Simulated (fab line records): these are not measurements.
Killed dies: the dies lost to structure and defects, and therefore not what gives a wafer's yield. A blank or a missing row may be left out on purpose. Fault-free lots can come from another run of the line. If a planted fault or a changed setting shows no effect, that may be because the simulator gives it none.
Comparing a struck lot with a sound one ; flow sky130 ; 15 steps out of a route of 708
Sound: the wafers L671.1, L671.3, L671.5. Wafers L678.3, L678.4, L678.6 were the ones struck. The cause is given at the end.
Per side, at each step with rows, come the tool, then ch with its chambers, and then its first start. Under that, the readings that differ: sound wafers ; struck wafers ; difference of the means ; sigmas: that difference in standard deviations of wafers without a fault.
alike: a reading whose means differ by less than 2 such deviations, as well as words and numbers matching on both sides. not compared: withheld readings; readings where some wafer has no value; bounds like >300 that might hide an equal value; numbers whose values overlap and for which the record gives no deviation.
The two part at a step that has a row with sigmas, a row that says differs or no value, or rows on one side only. Numbers that don't overlap but have no deviation are shown without sigmas and don't part them. Lack of a reading on every wafer of one side parts them only where that side has two or more wafers.

first, 4 steps without rows for these wafers: SKY_LDD_HVP_SOFTBAKE_03 (time 60 s); SKY_LDD_HVP_EXPOSE_04 (exposes mask HVPTM, target cd 700 nm); SKY_LDD_HVP_PEB_05; SKY_LDD_HVP_DEVELOP_06 (develop time 60 s).
SKY_LDD_HVP_OVL_MEAS_07:
  struck on overlay-02, day 25 23:02; sound on overlay-02, day 23 13:08
  alike: LDD_HVP_OVL
after that, 1 step had no rows for these wafers: SKY_LDD_HVP_IMPLANT_08.
SKY_LDD_HVP_STRIP_09: strips in O2/N2.
  sound on plasma asher-04 ch 0,1, day 23 13:19; struck on plasma asher-03 ch 0,1, day 25 23:14
  alike: drypump motor current A, oes product au, strip time to endpoint s
  not compared: rf hours counter h
SKY_LDD_HVP_TW_MEAS_10:
  struck on film metro-03, day 25 23:19; sound on film metro-04, day 23 13:25
  alike: LDD_HVP_TW
then, 4 steps without rows for these wafers: SKY_LDD_LDN_DEHYDRATE_00 (time 60 s); SKY_LDD_LDN_HMDS_01 (prime time 60 s); SKY_LDD_LDN_COAT_02 (resist thk 1140 nm); SKY_LDD_LDN_SOFTBAKE_03 (time 60 s).
SKY_LDD_LDN_EXPOSE_04: exposes mask LDNTM, target cd 700 nm.
  sound on iline stepper-01 ch 0, day 24 04:51; struck on iline stepper-02 ch 0, day 26 14:14
reading;sound;struck;difference;sigmas
mask;LDNTM#0 LDNTM#0 LDNTM#0;LDNTM_R1#0 LDNTM_R1#0 LDNTM_R1#0;differs;
after that, 1 step had no rows for these wafers: SKY_LDD_LDN_PEB_05.
-- the record jumps here: 22 days lie between the struck wafers' starts before and after (it left off in module LDD_LDN and takes up again in module PAD_OPEN, whose first step shown is number 708 of the route) --
SKY_PAD_OPEN_PROBE_99:
  struck on prober-02, day 48 17:04; sound on prober-02, day 47 02:58
  alike: killed_at_M0_to_M3, killed_at_M4_up, killed at contacts, killed at front end, killed at other, killed dies, killed open, killed short

## WHERE THEY PART
Only at SKY_LDD_LDN_EXPOSE_04, as far as this record shows. Later steps at which nothing parts them and some readings are alike: SKY_PAD_OPEN_PROBE_99.

WHY: what the simulator had put in
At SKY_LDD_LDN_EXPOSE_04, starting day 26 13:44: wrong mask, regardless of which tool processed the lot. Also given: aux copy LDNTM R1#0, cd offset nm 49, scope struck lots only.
